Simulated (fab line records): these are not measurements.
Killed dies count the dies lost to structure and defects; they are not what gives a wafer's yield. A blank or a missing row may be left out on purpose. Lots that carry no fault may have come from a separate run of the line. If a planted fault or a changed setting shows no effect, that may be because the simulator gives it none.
Chamber matching -- flow gf180mcu -- GF_V3_CMP_04 on cmp-01: 4 sister chambers
The step polishes SiO2. 4 wafers are shown with their chamber, then 7 later ones without.

== WAFERS, EACH WITH ITS CHAMBER ==
wafer,chamber,motorCurrentA (A)
L436.3,0,11.2
L439.1,3,13.4
L439.3,1,11.9
L439.6,2,10.9

== WAFERS WITHOUT THEIR CHAMBER ==
wafer,motorCurrentA (A)
L444.1,13.3
L444.4,10.6
L444.5,12.6
L445.1,11.1
L445.4,11.5
L447.2,10.9
L447.3,12.8

== CHAMBER TAKEN BY EACH ==
wafer,from the rows above,in truth
L444.1,3,3
L444.4,can't be placed: 2 or 0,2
L444.5,can't be placed: 1 or 3 or 0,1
L445.1,can't be placed: 0 or 2 or 1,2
L445.4,can't be placed: 0 or 1 or 2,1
L447.2,can't be placed: 2 or 0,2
L447.3,can't be placed: 3 or 1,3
Correct placement for 1 of the 7. Unplaceable from these rows: 6, with the true chamber sitting among the candidates in 6. Number placed wrongly: 0.
How it was worked out, from the rows above alone: a wafer's distance from a chamber is the root of the sum, over the readings, of the square of ((its reading less the chamber's mean) divided by the reading's scatter). If the next closest chamber is less than 2 further off than the closest, the wafer can't be placed; otherwise it belongs to the closest. Each chamber's mean is taken over the wafers shown for it. The scatter: root of mean squared gap, hidden wafer to nearest shown wafer, with one shown wafer a chamber.
